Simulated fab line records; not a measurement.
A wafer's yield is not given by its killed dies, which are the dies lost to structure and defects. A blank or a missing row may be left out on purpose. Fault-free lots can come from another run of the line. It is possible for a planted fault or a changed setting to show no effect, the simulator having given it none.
fab line records -- flow sky130
record lots=13, wafers=39, lastDay=49
route steps=708 shown PWDE@55 VT_ADJUST_NCORE@129 SONOS_ONO@171 LDD_P@264
lots untouched by any fault: they come from a run of this same line in which no faults occurred
startH: hours from the record's first day to the start of the lot's first wafer shown -- waitH: hours since the lot's step before -- " repeats the value in the row above -- L1.1+2: a row that stands for several wafers -- - no value present, or no start provided -- * or withheld: withheld -- < > ~ a bound
route shown NAME@n: NAME is a module with steps in the file, n the number in the route of the first one -- usual: average and standard deviation across the fault-free wafers -- same: alike in all rows -- chamber/n: place in a boat -- sites: per-site readings -- _std_site: their standard deviation -- _edge_site: mean of outer sites minus mean of inner sites -- radiusMm: how far each site lies from the wafer's centre -- mask NAME#n: copy n -- behind: the most recent tool/chamber to have shaped the wafer -- hold: cause of the lot's hold/its duration in hours/its outcome -- device: which transistor (n, p or np) failed to switch -- end of line: the tests these same wafers got at the end of their route -- a step given without rows: its recipe and nothing more -- killed: the dies lost at the first sort to structure and to defects; this is not the yield of the wafer -- map: a wafer's dies, x killed, . not, _ none there
set.NAME: the setting that was run; set.NAME@STEP: the one run at that earlier step -- model.NAME: the simulator's own value behind a step, which no gauge read
the route's steps for a sample of lots (tables are steps, rows are wafers)
services: when a tool's chamber went out of use (startH, in hours from the record's first day, below 0 if earlier), for how many hours, and the reason
## steps
# step SKY_PWDE_TW_MEAS_10
# usual PWDE_TW=376/3.3
lot.wafer,tool,chamber,startH,waitH,PWDE_TW
L396.3,filmMetro-03,-,76.89,0.1,373
L396.5,filmMetro-03,-,76.89,0.1,368
L396.6,filmMetro-03,-,76.89,0.1,369
L398.2,filmMetro-01,-,85.73,0.1,378
L398.4,filmMetro-01,-,85.73,0.1,380
L398.6,filmMetro-01,-,85.73,0.1,377
L400.2,filmMetro-03,-,96.10,0.1,368
L400.3,filmMetro-03,-,96.10,0.1,370
L400.6,filmMetro-03,-,96.10,0.1,370
L401.2,filmMetro-03,-,103.90,0.1,368
L401.3,filmMetro-03,-,103.90,0.1,368
L401.4,filmMetro-03,-,103.90,0.1,366
L402.2,filmMetro-04,-,107.93,0.1,374
L402.3,filmMetro-04,-,107.93,0.1,378
L402.6,filmMetro-04,-,107.93,0.1,379
L403.2,filmMetro-04,-,112.08,0.1,377
L403.3,filmMetro-04,-,112.08,0.1,380
L403.5,filmMetro-04,-,112.08,0.1,376
L405.1,filmMetro-04,-,124.99,0.1,375
L405.4,filmMetro-04,-,124.99,0.1,376
L405.5,filmMetro-04,-,124.99,0.1,376
L406.2,filmMetro-04,-,128.08,0.1,376
L406.3,filmMetro-04,-,128.08,0.1,377
L406.4,filmMetro-04,-,128.08,0.1,376
L408.1,filmMetro-01,-,140.92,0.1,378
L408.4,filmMetro-01,-,140.92,0.1,377
L408.6,filmMetro-01,-,140.92,0.1,377
L410.2,filmMetro-01,-,152.83,0.1,375
L410.4,filmMetro-01,-,152.83,0.1,374
L410.6,filmMetro-01,-,152.83,0.1,375
L411.1,filmMetro-01,-,157.94,0.1,376
L411.2,filmMetro-01,-,157.94,0.1,373
L411.4,filmMetro-01,-,157.94,0.1,378
L412.2,filmMetro-01,-,162.58,0.1,376
L412.4,filmMetro-01,-,162.58,0.1,376
L412.6,filmMetro-01,-,162.58,0.1,377
L413.2,filmMetro-04,-,168.65,0.1,377
L413.4,filmMetro-04,-,168.65,0.1,376
L413.6,filmMetro-04,-,168.65,0.1,378
# step SKY_VT_ADJUST_NCORE_STRIP_10
# recipe chemistry=O2/N2, powerW=1400, pressureMtorr=1500, platenTempC=withheld, o2FlowSccm=3000, n2FlowSccm=300, overashFraction=0.5
# usual drypumpMotorCurrentA=5.7/0.47, o2FlowSccm=3001/8.8, oesProductAu=0.716/0.005, stripTimeToEndpointS=14.18/0.034
lot.wafer,tool,chamber,startH,waitH,drypumpMotorCurrentA,o2FlowSccm,oesProductAu,rfHoursCounterH,stripTimeToEndpointS
L396.3,plasmaAsher-03,1,191.04,0.1,5.5,2997,0.716,-,14.17
L396.5,plasmaAsher-03,0,191.04,0.1,6.7,2996,0.720,-,14.14
L396.6,plasmaAsher-03,1,191.04,0.1,5.5,2986,0.721,-,14.18
L398.2,plasmaAsher-01,0,206.66,0.1,5.2,3004,0.717,54,14.20
L398.4,plasmaAsher-01,0,206.66,0.1,5.2,3005,0.716,-,14.17
L398.6,plasmaAsher-01,0,206.66,0.1,5.3,2983,0.718,-,14.18
L400.2,plasmaAsher-02,1,214.46,0.1,5.7,2998,0.708,9,14.21
L400.3,plasmaAsher-02,0,214.46,0.1,5.3,3002,0.706,-,14.24
L400.6,plasmaAsher-02,1,214.46,0.1,5.7,3006,0.715,-,14.20
L401.2,plasmaAsher-01,1,225.69,0.1,5.6,3004,0.713,56,14.17
L401.3,plasmaAsher-01,1,225.69,0.1,5.6,2996,0.712,-,14.16
L401.4,plasmaAsher-01,0,225.69,0.1,5.3,3013,0.715,-,14.18
L402.2,plasmaAsher-02,1,228.11,0.1,5.7,3001,0.717,10,14.24
L402.3,plasmaAsher-02,1,228.11,0.1,5.7,2989,0.714,-,14.23
L402.6,plasmaAsher-02,0,228.11,0.1,5.3,3003,0.721,-,14.24
L403.2,plasmaAsher-02,1,233.24,0.1,5.7,3006,0.714,11,14.17
L403.3,plasmaAsher-02,1,233.24,0.1,5.7,2994,0.712,-,14.14
L403.5,plasmaAsher-02,0,233.24,0.1,5.3,3009,0.720,-,14.19
L405.1,plasmaAsher-01,0,249.92,0.1,5.3,3001,0.724,58,14.14
L405.4,plasmaAsher-01,1,249.92,0.1,5.6,3009,0.717,-,14.14
L405.5,plasmaAsher-01,1,249.92,0.1,5.6,3013,0.717,-,14.17
L406.2,plasmaAsher-03,0,257.41,0.1,6.7,2988,0.711,41,14.21
L406.3,plasmaAsher-03,1,257.41,0.1,5.6,3010,0.721,-,14.24
L406.4,plasmaAsher-03,0,257.41,0.1,6.7,3007,0.710,-,14.23
L408.1,plasmaAsher-03,0,272.89,0.1,6.7,2995,0.716,43,14.21
L408.4,plasmaAsher-03,1,272.89,0.1,5.5,3001,0.707,-,14.24
L408.6,plasmaAsher-03,1,272.89,0.1,5.6,2987,0.710,-,14.24
L410.2,plasmaAsher-03,1,286.34,0.1,5.5,2995,0.705,45,14.12
L410.4,plasmaAsher-03,1,286.34,0.1,5.5,3001,0.719,-,14.14
L410.6,plasmaAsher-03,0,286.34,0.1,6.7,3014,0.722,-,14.12
L411.1,plasmaAsher-03,1,292.33,0.1,5.5,3002,0.717,45,14.15
L411.2,plasmaAsher-03,0,292.33,0.1,6.7,3001,0.717,45,14.22
L411.4,plasmaAsher-03,0,292.33,0.1,6.6,3023,0.715,-,14.18
L412.2,plasmaAsher-02,1,303.09,0.1,5.7,3002,0.710,17,14.15
L412.4,plasmaAsher-02,0,303.09,0.1,5.3,3002,0.719,-,14.17
L412.6,plasmaAsher-02,1,303.09,0.1,5.7,2996,0.713,-,14.18
L413.2,plasmaAsher-01,0,308.09,0.1,5.3,3009,0.715,62,14.22
L413.4,plasmaAsher-01,0,308.09,0.1,5.3,3011,0.712,-,14.22
L413.6,plasmaAsher-01,0,308.09,0.1,5.3,2997,0.720,-,14.22
# step SKY_SONOS_ONO_THK_MEAS_03
# recipe reads=Si3N4_of_SONOS_ONO_CVD_02
# usual SONOS_ONO_CVD_02_THK=10.44/0.13
lot.wafer,tool,chamber,startH,waitH,SONOS_ONO_CVD_02_THK[nm]
L396.3,filmMetro-04,-,261.86,0.0,10.67
L396.5,filmMetro-04,-,261.86,0.0,10.67
L396.6,filmMetro-04,-,261.86,0.0,10.69
L398.2,filmMetro-02,-,281.05,0.0,10.49
L398.4,filmMetro-02,-,281.05,0.0,10.46
L398.6,filmMetro-02,-,281.05,0.0,10.34
L400.2,filmMetro-04,-,287.50,0.0,10.45
L400.3,filmMetro-04,-,287.50,0.0,10.39
L400.6,filmMetro-04,-,287.50,0.0,10.50
L401.2,filmMetro-02,-,302.20,0.0,10.48
L401.3,filmMetro-02,-,302.20,0.0,10.55
L401.4,filmMetro-02,-,302.20,0.0,10.54
L402.2,filmMetro-02,-,305.03,0.0,10.34
L402.3,filmMetro-02,-,305.03,0.0,10.43
L402.6,filmMetro-02,-,305.03,0.0,10.39
L403.2,filmMetro-02,-,314.04,0.0,10.31
L403.3,filmMetro-02,-,314.04,0.0,10.35
L403.5,filmMetro-02,-,314.04,0.0,10.34
L405.1,filmMetro-04,-,331.41,0.0,10.24
L405.4,filmMetro-04,-,331.41,0.0,10.32
L405.5,filmMetro-04,-,331.41,0.0,10.25
L406.2,filmMetro-02,-,338.46,0.0,10.35
L406.3,filmMetro-02,-,338.46,0.0,10.35
L406.4,filmMetro-02,-,338.46,0.0,10.40
L408.1,filmMetro-04,-,355.05,0.0,10.33
L408.4,filmMetro-04,-,355.05,0.0,10.16
L408.6,filmMetro-04,-,355.05,0.0,10.30
L410.2,filmMetro-03,-,371.21,0.0,10.53
L410.4,filmMetro-03,-,371.21,0.0,10.57
L410.6,filmMetro-03,-,371.21,0.0,10.22
L411.1,filmMetro-04,-,378.43,0.0,10.54
L411.2,filmMetro-04,-,378.43,0.0,10.45
L411.4,filmMetro-04,-,378.43,0.0,10.52
L412.2,filmMetro-02,-,389.43,0.0,10.36
L412.4,filmMetro-02,-,389.43,0.0,10.40
L412.6,filmMetro-02,-,389.43,0.0,10.36
L413.2,filmMetro-02,-,396.12,0.0,10.62
L413.4,filmMetro-02,-,396.12,0.0,10.60
L413.6,filmMetro-02,-,396.12,0.0,10.52
# step SKY_LDD_P_IMPLANT_09
# recipe species=BF2, energyKev=25, doseCm2=1e+13, tiltDeg=withheld
# usual implantIonAmu=49/0
lot.wafer,tool,chamber,startH,waitH,implantIonAmu
L396.3,implanter-03,0,444.89,0.1,49
L396.5,implanter-03,0,444.89,0.1,49
L396.6,implanter-03,0,444.89,0.1,49
L398.2,implanter-02,0,467.01,0.0,49
L398.4,implanter-02,0,467.01,0.0,49
L398.6,implanter-02,0,467.01,0.0,49
L400.2,implanter-04,0,469.08,0.0,49
L400.3,implanter-04,0,469.08,0.0,49
L400.6,implanter-04,0,469.08,0.0,49
L402.2,implanter-04,0,489.51,0.0,49
L402.3,implanter-04,0,489.51,0.0,49
L402.6,implanter-04,0,489.51,0.0,49
L401.2,implanter-02,0,490.81,0.0,49
L401.3,implanter-02,0,490.81,0.0,49
L401.4,implanter-02,0,490.81,0.0,49
L403.2,implanter-03,0,501.61,0.0,49
L403.3,implanter-03,0,501.61,0.0,49
L403.5,implanter-03,0,501.61,0.0,49
L405.1,implanter-04,0,522.34,0.0,49
L405.4,implanter-04,0,522.34,0.0,49
L405.5,implanter-04,0,522.34,0.0,49
L406.2,implanter-03,0,531.78,0.0,49
L406.3,implanter-03,0,531.78,0.0,49
L406.4,implanter-03,0,531.78,0.0,49
L408.1,implanter-04,0,548.08,0.0,49
L408.4,implanter-04,0,548.08,0.0,49
L408.6,implanter-04,0,548.08,0.0,49
L410.2,implanter-03,0,565.06,0.0,11
L410.4,implanter-03,0,565.06,0.0,11
L410.6,implanter-03,0,565.06,0.0,11
L411.1,implanter-04,0,570.55,0.0,11
L411.2,implanter-04,0,570.55,0.0,11
L411.4,implanter-04,0,570.55,0.0,11
L412.2,implanter-02,0,583.33,0.0,11
L412.4,implanter-02,0,583.33,0.0,11
L412.6,implanter-02,0,583.33,0.0,11
L413.2,implanter-04,0,591.37,0.0,11
L413.4,implanter-04,0,591.37,0.0,11
L413.6,implanter-04,0,591.37,0.0,11
# step SKY_LDD_P_TW_MEAS_11
# usual LDD_P_TW=640/5.6
lot.wafer,tool,chamber,startH,waitH,LDD_P_TW
L396.3,filmMetro-03,-,445.11,0.1,634
L396.5,filmMetro-03,-,445.11,0.1,634
L396.6,filmMetro-03,-,445.11,0.1,631
L398.2,filmMetro-01,-,467.24,0.1,645
L398.4,filmMetro-01,-,467.24,0.1,644
L398.6,filmMetro-01,-,467.24,0.1,648
L400.2,filmMetro-04,-,469.31,0.1,641
L400.3,filmMetro-04,-,469.31,0.1,642
L400.6,filmMetro-04,-,469.31,0.1,640
L402.2,filmMetro-01,-,489.75,0.1,643
L402.3,filmMetro-01,-,489.75,0.1,643
L402.6,filmMetro-01,-,489.75,0.1,641
L401.2,filmMetro-01,-,491.05,0.1,644
L401.3,filmMetro-01,-,491.05,0.1,644
L401.4,filmMetro-01,-,491.05,0.1,644
L403.2,filmMetro-04,-,501.84,0.1,634
L403.3,filmMetro-04,-,501.84,0.1,631
L403.5,filmMetro-04,-,501.84,0.1,632
L405.1,filmMetro-03,-,522.59,0.1,633
L405.4,filmMetro-03,-,522.59,0.1,632
L405.5,filmMetro-03,-,522.59,0.1,634
L406.2,filmMetro-04,-,532.01,0.1,639
L406.3,filmMetro-04,-,532.01,0.1,637
L406.4,filmMetro-04,-,532.01,0.1,638
L408.1,filmMetro-01,-,548.33,0.1,638
L408.4,filmMetro-01,-,548.33,0.1,643
L408.6,filmMetro-01,-,548.33,0.1,641
L410.2,filmMetro-01,-,565.29,0.1,407
L410.4,filmMetro-01,-,565.29,0.1,407
L410.6,filmMetro-01,-,565.29,0.1,407
L411.1,filmMetro-01,-,570.80,0.1,407
L411.2,filmMetro-01,-,570.80,0.1,410
L411.4,filmMetro-01,-,570.80,0.1,409
L412.2,filmMetro-01,-,583.56,0.1,409
L412.4,filmMetro-01,-,583.56,0.1,409
L412.6,filmMetro-01,-,583.56,0.1,412
L413.2,filmMetro-03,-,591.60,0.1,406
L413.4,filmMetro-03,-,591.60,0.1,403
L413.6,filmMetro-03,-,591.60,0.1,405
## services
tool,chamber,startH,hours,kind
implanter-04,-,181.89,3.1,repair
implanter-03,-,211.32,3.1,repair
implanter-03,-,214.36,1.3,repair
implanter-03,-,225.01,3.1,repair
implanter-03,-,234.05,1.1,repair
implanter-04,-,239.15,12.3,pm
plasmaAsher-01,-,257.98,5.9,repair
implanter-03,-,258.23,12.1,repair
plasmaAsher-01,-,263.85,15.6,pm
plasmaAsher-02,-,277.41,13.9,pm
plasmaAsher-01,-,281.63,3.3,repair
plasmaAsher-03,-,298.33,0.4,repair
implanter-03,-,299.83,3.0,repair
plasmaAsher-03,-,300.21,1.9,repair
plasmaAsher-02,-,311.71,8.1,repair
plasmaAsher-01,-,321.14,3.2,repair
plasmaAsher-02,-,329.38,4.0,pm
plasmaAsher-03,-,376.92,0.8,repair
plasmaAsher-03,-,379.36,1.3,repair
implanter-03,-,406.73,11.7,pm
plasmaAsher-01,-,421.25,9.0,pm
implanter-04,-,495.68,4.4,pm
implanter-04,-,512.76,3.7,pm
plasmaAsher-03,-,569.07,1.4,repair
## key
firstSign step=SKY_LDD_P_IMPLANT_09, reading=implantIonAmu, direction=down, sigmas=99+, usual=49, struck=11
effect step=SKY_LDD_P_TW_MEAS_11, reading=LDD_P_TW, direction=down, sigmas=42, usual=640, struck=408
metAt SKY_LDD_P_IMPLANT_09
struckLots L410,L411,L412,L413
testerLeftOut L410,L411,L412,L413
notActingAt SKY_PWDE_TW_MEAS_10,SKY_VT_ADJUST_NCORE_STRIP_10,SKY_SONOS_ONO_THK_MEAS_03
onsetBetween 548.08 565.06
fault kind=wrongRecipeDownload, tool=implanter-02,implanter-03,implanter-04, chamber=-, onsetH=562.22, steps=SKY_LDD_P_IMPLANT_09, wrongRecipe.notListed=1
# testerLeftOut: of these lots the tester's yield and bins aren't shown, on N5 and GAA mostly nor the transistor test; their killed dies are dies lost to structure and defects alone, not to doping, threshold or leakage, so they don't give the yield
